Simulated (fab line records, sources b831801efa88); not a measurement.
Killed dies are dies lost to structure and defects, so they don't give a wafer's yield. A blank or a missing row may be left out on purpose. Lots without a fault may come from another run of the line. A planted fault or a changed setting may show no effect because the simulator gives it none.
Which tool did it? | flow gf180mcu | 13 lots, 39 wafers sampled, at 5 steps of a route of 602

WHAT THE GAUGES READ, wafer by wafer
GF_VT_IMPLANT_OVL_MEAS_40.
lot  | measured     | on         | VT_IMPLANT_03_OVL (nm)
L788 | day 7 11:53  | overlay-01 | 0.9 -1.5 0.7
L790 | day 8 00:44  | overlay-02 | -0.2 -1.0 0.3
L791 | day 8 09:12  | overlay-01 | -1.7 -1.6 -1.4
L792 | day 8 15:57  | overlay-01 | -2.6 -1.6 0.3
L793 | day 8 22:02  | overlay-01 | -1.9 -3.2 -1.8
L797 | day 10 00:28 | overlay-02 | -1.2 -2.0 1.2
L798 | day 10 07:06 | overlay-01 | -1.9 -3.5 -1.3
L804 | day 11 23:49 | overlay-01 | -1.6 -0.3 -0.3
L806 | day 12 16:29 | overlay-01 | -1.3 -1.0 -2.3
L808 | day 13 04:09 | overlay-02 | -0.1 -0.8 0.6
L809 | day 13 15:01 | overlay-01 | -1.3 0.1 1.3
L810 | day 13 18:02 | overlay-01 | -2.0 -1.2 -0.1
L811 | day 14 03:24 | overlay-02 | 0.4 0.0 1.9

GF_HV_LDD_THK_MEAS_55.
lot  | measured     | on            | HV_LDD_CVD_54_THK (nm)
L788 | day 12 09:40 | film_metro-02 | 10.01 9.96 9.95
L790 | day 12 23:22 | film_metro-02 | 9.96 9.89 9.98
L791 | day 13 09:27 | film_metro-02 | 9.80 9.89 9.87
L792 | day 13 21:02 | film_metro-04 | 9.96 9.94 9.89
L793 | day 14 01:49 | film_metro-03 | 9.97 9.95 10.02
L797 | day 15 08:52 | film_metro-03 | 20.28 20.42 20.21
L798 | day 15 18:20 | film_metro-03 | 20.37 20.46 20.37
L804 | day 17 17:54 | film_metro-02 | 9.98 9.97 10.00
L806 | day 18 15:07 | film_metro-03 | 10.01 9.91 10.05
L808 | day 19 04:44 | film_metro-02 | 9.97 9.88 9.96
L809 | day 19 16:23 | film_metro-03 | 10.01 9.88 9.92
L810 | day 19 22:13 | film_metro-02 | 10.05 10.10 10.21
L811 | day 20 09:13 | film_metro-04 | 10.02 9.98 9.94

GF_PSD_TW_MEAS_11.
lot  | measured     | on            | PSD_TW
L788 | day 14 04:25 | film_metro-03 | 3184 3193 3210
L790 | day 14 19:26 | film_metro-03 | 3190 3218 3198
L791 | day 15 07:17 | film_metro-01 | 3184 3177 3180
L792 | day 15 17:34 | film_metro-03 | 3219 3209 3200
L793 | day 15 23:52 | film_metro-03 | 3215 3233 3216
L797 | day 17 07:08 | film_metro-02 | 3229 3248 3242
L798 | day 17 16:46 | film_metro-01 | 3151 3150 3138
L804 | day 19 20:29 | film_metro-03 | 3209 3186 3220
L806 | day 20 16:48 | film_metro-01 | 3171 3152 3159
L808 | day 21 07:52 | film_metro-03 | 3195 3196 3210
L809 | day 21 17:58 | film_metro-01 | 3169 3166 3178
L810 | day 22 00:00 | film_metro-03 | 3187 3185 3203
L811 | day 22 10:08 | film_metro-01 | 3184 3184 3181

WHICH TOOL RAN EACH LOT (tool, then ch and the chambers of the sampled wafers, then the start)
lot  | GF_POLY_GATE_STRIP_14                | GF_HV_LDD_CVD_54
L788 | plasma_asher-03 ch 1, day 9 04:58    | lpcvd-01 ch 1, day 12 08:38
L790 | plasma_asher-04 ch 0,1, day 9 17:16  | lpcvd-02 ch 1, day 12 22:20
L791 | plasma_asher-03 ch 0,1, day 10 01:06 | lpcvd-01 ch 0, day 13 07:53
L792 | plasma_asher-02 ch 0,1, day 10 09:22 | lpcvd-01 ch 0, day 13 19:59
L793 | plasma_asher-04 ch 0,1, day 10 15:22 | lpcvd-02 ch 1, day 14 00:47
L797 | plasma_asher-04 ch 0,1, day 11 18:25 | lpcvd-01 ch 1, day 15 07:50
L798 | plasma_asher-02 ch 0,1, day 12 03:42 | lpcvd-01 ch 0, day 15 17:17
L804 | plasma_asher-02 ch 0,1, day 13 22:47 | lpcvd-02 ch 0, day 17 16:52
L806 | plasma_asher-04 ch 0,1, day 14 17:37 | lpcvd-02 ch 1, day 18 14:05
L808 | plasma_asher-03 ch 0,1, day 15 05:53 | lpcvd-02 ch 1, day 19 03:42
L809 | plasma_asher-02 ch 0,1, day 15 15:16 | lpcvd-01 ch 0, day 19 14:51
L810 | plasma_asher-02 ch 0,1, day 15 19:34 | lpcvd-02 ch 1, day 19 20:41
L811 | plasma_asher-03 ch 0,1, day 16 06:13 | lpcvd-01 ch 1, day 20 07:41
- GF_POLY_GATE_STRIP_14: strips in O2/N2.
- GF_HV_LDD_CVD_54: deposits SiO2 from TEOS, target thk 10 nm, time 75 s.

WHAT THE TOOLS THEMSELVES READ (means of the sampled wafers that have a number; where no wafer has one, the mark that the record gives instead)
GF_POLY_GATE_STRIP_14.
lot  | tool            | drypump_motor_current_A (A) | heater_power_w (W) | oes_product_au (a.u.)
L788 | plasma_asher-03 | 5.88                        | 341                | 0.502
L790 | plasma_asher-04 | 5.51                        | 307                | 0.502
L791 | plasma_asher-03 | 5.74                        | 327                | 0.505
L792 | plasma_asher-02 | 6.07                        | 303                | 0.497
L793 | plasma_asher-04 | 5.63                        | 307                | 0.502
L797 | plasma_asher-04 | 5.52                        | 306                | 0.505
L798 | plasma_asher-02 | 5.94                        | 275                | 0.503
L804 | plasma_asher-02 | 5.95                        | 276                | 0.497
L806 | plasma_asher-04 | 5.51                        | 304                | 0.501
L808 | plasma_asher-03 | 5.74                        | 335                | 0.504
L809 | plasma_asher-02 | 5.92                        | 280                | 0.507
L810 | plasma_asher-02 | 6.06                        | 310                | 0.505
L811 | plasma_asher-03 | 5.80                        | 339                | 0.504

GF_HV_LDD_CVD_54.
lot  | tool     | spike_tc_bottom_C (C) | spike_tc_centre_C (C) | spike_tc_lower_C (C) | spike_tc_top_C (C) | spike_tc_upper_C (C) | susceptor_temp_C (C)
L788 | lpcvd-01 | 698.0                 | 681.8                 | 680.3                | 697.6              | 679.2                | 680.2
L790 | lpcvd-02 | 698.0                 | 680.5                 | 678.2                | 699.9              | 679.5                | 679.9
L791 | lpcvd-01 | 699.6                 | 680.5                 | 680.2                | 698.9              | 680.7                | 680.2
L792 | lpcvd-01 | 700.2                 | 680.1                 | 679.9                | 699.0              | 681.5                | 679.6
L793 | lpcvd-02 | 698.1                 | 680.3                 | 677.3                | 699.2              | 678.9                | 679.9
L797 | lpcvd-01 | 736.6                 | 721.0                 | 719.4                | 734.4              | 719.5                | 719.7
L798 | lpcvd-01 | 739.6                 | 719.4                 | 718.4                | 736.9              | 719.3                | 719.8
L804 | lpcvd-02 | 698.8                 | 680.4                 | 680.3                | 696.8              | 681.3                | 680.3
L806 | lpcvd-02 | 699.1                 | 679.7                 | 678.1                | 700.0              | 679.7                | 680.0
L808 | lpcvd-02 | 697.8                 | 680.1                 | 678.1                | 700.9              | 679.7                | 679.9
L809 | lpcvd-01 | 701.0                 | 679.0                 | 679.8                | 699.0              | 679.9                | 679.8
L810 | lpcvd-02 | 698.1                 | 679.7                 | 678.1                | 699.6              | 679.2                | 680.0
L811 | lpcvd-01 | 697.7                 | 680.5                 | 680.1                | 698.1              | 679.0                | 680.2

THE ANSWER, worked out from the rows above alone
Rule: what is usual is taken from the lots themselves. Put in order of their means at a reading, lots are off if they are a third of the lots or fewer, leave a main group of 4 or more, and stand apart from it by a gap of 3 or more times the standard deviation of the main group's means; of several such gaps the widest counts. A main group whose means are all the same, to the digits that the tables above print for the reading, isn't used. A lot without any number at a reading at which 4 lots or more have one is off too. The other lots that the step has rows for count as sound. The gauges are gone through in route order, then the tools' own readings, and for those a lot's mean is taken as printed above. The first step at which some lot is off is used, and at that step the reading that is off furthest; a lot without a number counts as furthest.
Off: L797, L798, at GF_HV_LDD_THK_MEAS_55 (HV_LDD_CVD_54_THK). The main group: mean 9.97 nm, standard deviation 0.061.
A tool fits if, at a process step before that reading, it ran every lot that is off, and no sound lot after the first of them. The gauges at GF_HV_LDD_THK_MEAS_55 aren't tried: what is off there is off at GF_HV_LDD_CVD_54 too, on other tools, and a gauge's error can't cause that. None of those tried fits.

WHAT THE SIMULATOR HAD PUT IN
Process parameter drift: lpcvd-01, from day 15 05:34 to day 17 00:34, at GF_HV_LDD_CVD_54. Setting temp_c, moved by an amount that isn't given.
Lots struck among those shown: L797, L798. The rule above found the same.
